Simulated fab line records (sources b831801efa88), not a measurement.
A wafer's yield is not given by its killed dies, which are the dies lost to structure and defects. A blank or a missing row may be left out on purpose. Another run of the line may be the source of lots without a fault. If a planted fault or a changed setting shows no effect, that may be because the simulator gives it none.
A struck lot beside a sound one	flow gf180mcu	27 steps out of a route of 602
Sound: wafers L954.4, L954.5, L954.6. The struck wafers were L943.2, L943.3, L943.6. The cause is given at the end.
Per side, at each step with rows, come the tool, then ch with its chambers, and then its first start. Under that, the readings that differ: sound wafers	struck wafers	difference of the means	sigmas: that difference in standard deviations of wafers without a fault.
alike: same words and numbers on both sides, and readings whose means sit less than 2 such deviations apart. not compared: any withheld reading, any reading some wafer has no value for, any bound like >300 that may hide the same value, and any number with overlapping values for which the record gives no deviation.
The two part at a step that has a row with sigmas, a row that says differs or no value, or rows on one side only. When numbers do not overlap yet have no deviation, they are printed without sigmas and do not part them. A reading missing from all wafers of one side parts the sides only when that side holds two or more wafers.

first, 1 step without rows for these wafers: GF_VT_IMPLANT_IMPLANT_19.
GF_VT_IMPLANT_STRIP_20: strips in O2/N2.
  sound on plasma_asher-01 ch 0,1, day 12 03:52; struck on plasma_asher-02 ch 0,1, day 9 05:40
  alike: chamber_pressure_mTorr, drypump_motor_current_A, heater_power_w, n2_flow_sccm, oes_product_au, strip_time_to_endpoint_s
  not compared: rf_hours_counter_h
GF_VT_IMPLANT_TW_MEAS_21:
  sound: film_metro-03 at day 12 03:58; struck: film_metro-02 at day 9 05:46
  alike: VT_IMPLANT_2_TW
then, 7 steps without rows for these wafers: GF_VT_IMPLANT_DEHYDRATE_22 (time 60 s); GF_VT_IMPLANT_HMDS_23 (prime time 60 s); GF_VT_IMPLANT_COAT_24 (resist thk 1000 nm); GF_VT_IMPLANT_SOFTBAKE_25 (time 60 s); GF_VT_IMPLANT_EXPOSE_26 (exposes mask LVPWELL HV AREA, target cd 860 nm); GF_VT_IMPLANT_PEB_27; GF_VT_IMPLANT_DEVELOP_28 (develop time 60 s).
GF_VT_IMPLANT_OVL_MEAS_29:
  sound: overlay-01 at day 12 23:16; struck: overlay-01 at day 9 23:23
  alike: VT_IMPLANT_02_OVL
after that, 1 step had no rows for these wafers: GF_VT_IMPLANT_IMPLANT_30.
GF_VT_IMPLANT_STRIP_31: strips in O2/N2.
  sound on plasma_asher-02 ch 0,1, day 12 23:28; struck on plasma_asher-01 ch 0,1, day 9 23:34
  no value came back on the struck wafers for any of 6 readings (chamber_pressure_mTorr (mTorr), drypump_motor_current_A (A) and others); on the sound wafers chamber_pressure_mTorr (mTorr) reads 1499.1 1498.0 1498.3
reading	sound	struck	difference	sigmas
model.NOVOLAK_of_VT_IMPLANT_COAT_24.thk_nm (nm)	0 0 0	1001 998.9 1001	+1000	
  not compared: rf_hours_counter_h
GF_VT_IMPLANT_TW_MEAS_32:
  sound: film_metro-03 at day 12 23:34; struck: film_metro-04 at day 9 23:40
  alike: VT_IMPLANT_3_TW
then, 7 steps without rows for these wafers: GF_VT_IMPLANT_DEHYDRATE_33 (time 60 s); GF_VT_IMPLANT_HMDS_34 (prime time 60 s); GF_VT_IMPLANT_COAT_35 (resist thk 1000 nm); GF_VT_IMPLANT_SOFTBAKE_36 (time 60 s); GF_VT_IMPLANT_EXPOSE_37 (exposes mask Nwell HV AREA, target cd 860 nm); GF_VT_IMPLANT_PEB_38; GF_VT_IMPLANT_DEVELOP_39 (develop time 60 s).
GF_VT_IMPLANT_OVL_MEAS_40:
  sound: overlay-02 at day 13 19:04; struck: overlay-01 at day 10 17:10
  alike: VT_IMPLANT_03_OVL
after that, 1 step had no rows for these wafers: GF_VT_IMPLANT_IMPLANT_41.
GF_VT_IMPLANT_STRIP_42: strips in O2/N2.
  sound on plasma_asher-02 ch 0,1, day 13 19:16; struck on plasma_asher-04 ch 0,1, day 10 17:20
reading	sound	struck	difference	sigmas
strip_time_to_endpoint_s (s)	12.60 12.57 12.56	27.67 27.65 27.68	+15.09	+99 or more
  alike: chamber_pressure_mTorr, drypump_motor_current_A, heater_power_w, n2_flow_sccm, oes_product_au
  not compared: rf_hours_counter_h
GF_VT_IMPLANT_TW_MEAS_43:
  sound: film_metro-03 at day 13 19:22; struck: film_metro-03 at day 10 17:27
reading	sound	struck	difference	sigmas
VT_IMPLANT_4_TW	683 686 689	30 30 30	-656	-99 or more
then, 1 step without rows for these wafers: GF_VT_IMPLANT_CLEAN_44 (cleans in SC1/SC2, time 150 s).
-- here the record skips 22 days between the struck wafers' starts before and after, leaving off in module VT_IMPLANT and picking up in module PASSIVATION (first step shown: number 602 of the route) --
GF_PASSIVATION_PROBE_99:
  only the struck wafers here have rows in the record (prober-02, day 32 13:05); the sound ones have none

== WHERE THEY PART ==
Last at GF_PASSIVATION_PROBE_99 as far as this record goes, first at GF_VT_IMPLANT_STRIP_31.

WHY: what the simulator had put in
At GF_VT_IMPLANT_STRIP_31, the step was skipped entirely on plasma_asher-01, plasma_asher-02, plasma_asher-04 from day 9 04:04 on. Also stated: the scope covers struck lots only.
